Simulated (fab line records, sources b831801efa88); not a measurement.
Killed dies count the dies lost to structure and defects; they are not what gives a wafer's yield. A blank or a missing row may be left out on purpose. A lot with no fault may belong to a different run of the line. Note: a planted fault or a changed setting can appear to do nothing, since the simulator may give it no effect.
Which tool is to blame? || flow sky130 || Sampling: 7 lots, 21 wafers, 2 of 708 route steps

## WHAT EACH GAUGE READ, for each wafer
SKY_SONOS_ONO_THK_MEAS_03.
{"lot": "L294", "measured": "day 11 22:35", "on": "film metro-02", "SONOS_ONO_CVD_02_THK (nm)": "10.67 10.83 10.79"}
{"lot": "L296", "measured": "day 12 21:47", "on": "film metro-04", "SONOS_ONO_CVD_02_THK (nm)": "10.54 10.37 10.42"}
{"lot": "L299", "measured": "day 13 11:02", "on": "film metro-01", "SONOS_ONO_CVD_02_THK (nm)": "10.76 10.70 10.67"}
{"lot": "L301", "measured": "day 14 16:47", "on": "film metro-01", "SONOS_ONO_CVD_02_THK (nm)": "9.42 9.56 9.65"}
{"lot": "L311", "measured": "day 17 16:17", "on": "film metro-02", "SONOS_ONO_CVD_02_THK (nm)": "10.37 10.32 10.60"}
{"lot": "L313", "measured": "day 18 11:43", "on": "film metro-01", "SONOS_ONO_CVD_02_THK (nm)": "10.67 10.60 10.70"}
{"lot": "L316", "measured": "day 19 08:20", "on": "film metro-02", "SONOS_ONO_CVD_02_THK (nm)": "10.33 10.49 10.48"}

## WHICH TOOL RAN EACH LOT (tool, then ch and the chambers of the sampled wafers, then the start)
{"lot": "L294", "SKY_SONOS_ONO_CVD_02": "lpcvd-02 ch 0, day 11 21:31"}
{"lot": "L296", "SKY_SONOS_ONO_CVD_02": "lpcvd-02 ch 0, day 12 20:43"}
{"lot": "L299", "SKY_SONOS_ONO_CVD_02": "lpcvd-02 ch 0, day 13 09:58"}
{"lot": "L301", "SKY_SONOS_ONO_CVD_02": "lpcvd-02 ch 1, day 14 15:44"}
{"lot": "L311", "SKY_SONOS_ONO_CVD_02": "lpcvd-02 ch 0, day 17 15:14"}
{"lot": "L313", "SKY_SONOS_ONO_CVD_02": "lpcvd-02 ch 0, day 18 10:40"}
{"lot": "L316", "SKY_SONOS_ONO_CVD_02": "lpcvd-02 ch 1, day 19 07:15"}
- SKY_SONOS_ONO_CVD_02: deposits Si3N4 from DCS/NH3, target thk 10.5 nm, time 180 s.

## THE ANSWER, worked out from the rows above alone
Rule: the usual values come from the lots themselves. Put in order of their means at a reading, lots are off if they are a third of the lots or fewer, leave a main group of 4 or more, and stand apart from it by a gap of 3 or more times the standard deviation of the main group's means; of several such gaps the widest counts. A main group whose means are all the same, to the digits that the tables above print for the reading, isn't used. A lot without any number at a reading at which 4 lots or more have one is off too. Where the step has rows for the other lots, those lots are counted as sound.
Off: L301, seen at SKY_SONOS_ONO_THK_MEAS_03 (SONOS_ONO_CVD_02_THK). For the main group the mean is 10.57 nm and the standard deviation 0.14.
If a tool, at a process step before that reading, ran all the lots that are off and no sound lot after the first of them, it fits. Gauges at SKY_SONOS_ONO_THK_MEAS_03: tried the same way as those tools. Not one of the candidates tried fits.

## WHAT WAS PUT IN BY THE SIMULATOR
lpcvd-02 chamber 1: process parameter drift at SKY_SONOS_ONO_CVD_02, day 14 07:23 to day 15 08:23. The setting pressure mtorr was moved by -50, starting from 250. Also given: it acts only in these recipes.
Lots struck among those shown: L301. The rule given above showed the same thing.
